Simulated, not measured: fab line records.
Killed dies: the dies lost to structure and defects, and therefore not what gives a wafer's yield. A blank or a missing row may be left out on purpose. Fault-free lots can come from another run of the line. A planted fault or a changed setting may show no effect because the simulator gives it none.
A lot that was struck, set against a sound lot || flow sky130 || 17 steps out of a route of 708
Sound: wafers L775.1, L775.2, L775.4. Wafers struck: L776.2, L776.3, L776.6. Last of all comes the cause.
For every step that has rows: the tool of each side, followed by ch and its chambers, followed by its first start. Under that, the readings that differ: sound wafers || struck wafers || difference of the means || sigmas: that difference in standard deviations of wafers without a fault.
alike: a reading whose means differ by less than 2 such deviations, as well as words and numbers matching on both sides. not compared: withheld readings; readings where some wafer has no value; bounds like >300 that might hide an equal value; numbers whose values overlap and for which the record gives no deviation.
Wherever a step has rows on one side only, a row that says differs or no value, or a row with sigmas, the two part there. When numbers do not overlap yet have no deviation, they are printed without sigmas and do not part them. Lack of a reading on every wafer of one side parts them only where that side has two or more wafers.

SKY_LI_CONTACT_CMP_02: polishes PSG.
  sound on cmp-02 ch 0,1,2, day 28 17:25; struck on cmp-01 ch 1,2, day 29 08:53
  alike: motorCurrentA, timeToEndpointS
SKY_LI_CONTACT_BOW_MEAS_03:
  sound on filmMetro-02 at day 28 17:43; struck on filmMetro-02 at day 29 09:13
  alike: LI_CONTACT_BOW
then, 8 steps without rows for these wafers: SKY_LI_CONTACT_DEHYDRATE_04 (time 60 s); SKY_LI_CONTACT_HMDS_05 (prime time 60 s); SKY_LI_CONTACT_COAT_06 (resist thk 60 nm); SKY_LI_CONTACT_COAT_07 (resist thk 450 nm); SKY_LI_CONTACT_SOFTBAKE_08 (time 90 s); SKY_LI_CONTACT_EXPOSE_09 (exposes mask LICM1, target cd 170 nm); SKY_LI_CONTACT_PEB_10; SKY_LI_CONTACT_DEVELOP_11 (develop time 60 s).
SKY_LI_CONTACT_CD_MEAS_12: the cd target is 170 nm.
  sound on cdSem-02 at day 29 22:31; struck on cdSem-01 at day 30 13:56
  alike: cdNm
SKY_LI_CONTACT_OVL_MEAS_13:
  sound on overlay-02 at day 29 22:38; struck on overlay-02 at day 30 14:03
{"reading": "LI_CONTACT_OVL (nm)", "sound": "-8 2 -2", "struck": "7 10 8", "difference": "+11", "sigmas": "+2"}
SKY_LI_CONTACT_ETCH_14: etches BARC in N2/H2, stops on SiO2, time 45.9 s, target depth 60 nm.
  sound on rieDiel-01 ch 0,2,3, day 29 22:40; struck on rieDiel-01 ch 1,2, day 30 14:05
  no value came back on the struck wafers for any of 7 readings (biasW (W), chamberPressureMTorr (mTorr) and others); on the sound wafers biasW (W) reads 99.69 100.41 100.53
{"reading": "model.KrF-thick_of_LI_CONTACT_COAT_07.thkNm (nm)", "sound": "392.4 392.5 393.3", "struck": "435.9 436.3 435.6", "difference": "+43.2", "sigmas": ""}
SKY_LI_CONTACT_ETCH_15: etches PSG in C4F8/O2/Ar, stops on Si, target depth 600 nm.
  sound on rieDiel-01 ch 0,2,3, day 29 22:43; struck on rieDiel-01 ch 1,2, day 30 14:07
{"reading": "oesProductAu (a.u.)", "sound": "0.832 0.844 0.831", "struck": "0.376 0.377 0.382", "difference": -0.457, "sigmas": "-99 or more"}
{"reading": "model.KrF-thick_of_LI_CONTACT_COAT_07.thkNm (nm)", "sound": "229.8 228.2 230.4", "struck": "273.6 272.8 273.8", "difference": "+43.9", "sigmas": ""}
  alike: biasW, chamberPressureMTorr
SKY_LI_CONTACT_STRIP_16: strips in O2/N2.
  sound on plasmaAsher-02 ch 0,1, day 29 22:48; struck on plasmaAsher-02 ch 0,1, day 30 14:13
{"reading": "oesProductAu (a.u.)", "sound": "0.374 0.375 0.373", "struck": "0.393 0.394 0.398", "difference": "+0.021", "sigmas": "+4"}
{"reading": "stripTimeToEndpointS (s)", "sound": "3.47 3.45 3.49", "struck": "3.96 3.93 3.95", "difference": "+0.48", "sigmas": "+11"}
  alike: drypumpMotorCurrentA
  not compared: rfHoursCounterH
then, 1 step without rows for these wafers: SKY_LI_CONTACT_CLEAN_17 (cleans in NMP, time 600 s).
-- the record jumps here: 16 days lie between the struck wafers' starts before and after (it left off in module LI_CONTACT and takes up again in module PAD_OPEN, whose first step shown is number 708 of the route) --
SKY_PAD_OPEN_PROBE_99:
  the record has rows for the struck wafers here (prober-01, day 46 22:34) and none for the sound ones

## WHERE THEY PART
Earliest at SKY_LI_CONTACT_OVL_MEAS_13; latest, in this record, at SKY_PAD_OPEN_PROBE_99.

WHY: whatever the simulator had introduced
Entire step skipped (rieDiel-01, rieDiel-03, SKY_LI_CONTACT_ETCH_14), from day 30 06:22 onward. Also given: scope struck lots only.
